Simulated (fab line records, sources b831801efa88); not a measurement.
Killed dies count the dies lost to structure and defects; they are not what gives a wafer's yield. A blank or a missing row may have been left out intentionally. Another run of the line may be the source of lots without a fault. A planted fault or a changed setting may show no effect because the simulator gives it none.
A lot that was struck, set against a sound lot :: flow sky130 :: 14 out of 708 route steps
Sound: wafers L337.1, L337.3, L337.5. The struck wafers were L326.3, L326.4, L326.5. At the end, the cause is stated.
At each step with rows: each side's tool, then ch and its chambers, then its first start. Under that, the readings that differ: sound wafers :: struck wafers :: difference of the means :: sigmas: that difference in standard deviations of wafers without a fault.
alike: readings with means less than 2 such deviations apart, plus words and numbers identical on both sides. not compared: withheld readings, readings lacking a value on some wafer, bounds such as >300 that could conceal the same value, and numbers that have no deviation in the record and whose values overlap.
The two part at a step that has a row with sigmas, a row that says differs or no value, or rows on one side only. Non-overlapping numbers with no deviation appear without sigmas and do not part them. A reading missing from all wafers of one side parts the sides only when that side holds two or more wafers.

SKY_CAP2M_OVL_MEAS_12:
  sound: overlay-01 at day 46 03:49; struck: overlay-01 at day 43 09:25
  alike: CAP2M_OVL
SKY_CAP2M_METAL_ETCH_13: etches TiN in Cl2/BCl3, stops on SiO2, target depth 220 nm, time 62.9 s.
  sound on rie-metal-04 ch 1, day 46 03:51; struck on rie-metal-03 ch 1, day 43 09:30
  alike: drypump-motor-current-A, oes-product-au, throttle-valve-pct
  not compared: rf-hours-counter-h
SKY_CAP2M_STRIP_14: strips in O2/N2.
  sound on plasma-asher-03 ch 0,1, day 46 03:56; struck on plasma-asher-01 ch 0,1, day 43 09:38
  alike: drypump-motor-current-A, oes-product-au, strip-time-to-endpoint-s
  not compared: rf-hours-counter-h
then, 9 steps without rows for these wafers: SKY_CAP2M_STRIP_15 (strips in post etch residue remover, time 1200 s); SKY_CAP2M_CLEAN_16 (cleans in IPA, time 180 s); SKY_CAP2M_CLEAN_17 (cleans in O3/DIW); SKY_METAL4_DEHYDRATE_05 (time 60 s); SKY_METAL4_HMDS_06 (prime time 60 s); SKY_METAL4_COAT_07 (resist thk 60 nm); SKY_METAL4_COAT_08 (resist thk 1140 nm); SKY_METAL4_SOFTBAKE_09 (time 90 s); SKY_METAL4_EXPOSE_10 (exposes mask MM4, target cd 300 nm).
SKY_METAL4_PEB_11:
  struck on litho-track-02, day 44 08:00; sound on litho-track-03 ch 0, day 47 00:00
reading: exhaust-pa (Pa)
sound: 46.1 45.2 44.5
struck: - - -
difference: no value on the struck wafers
sigmas: 
  not compared: chill-plate-temp-C
then, 1 step without rows for these wafers: SKY_METAL4_DEVELOP_12 (develop time 60 s).

== WHERE THEY PART ==
SKY_METAL4_PEB_11 only, going by this record.

WHY: what had been put in by the simulator
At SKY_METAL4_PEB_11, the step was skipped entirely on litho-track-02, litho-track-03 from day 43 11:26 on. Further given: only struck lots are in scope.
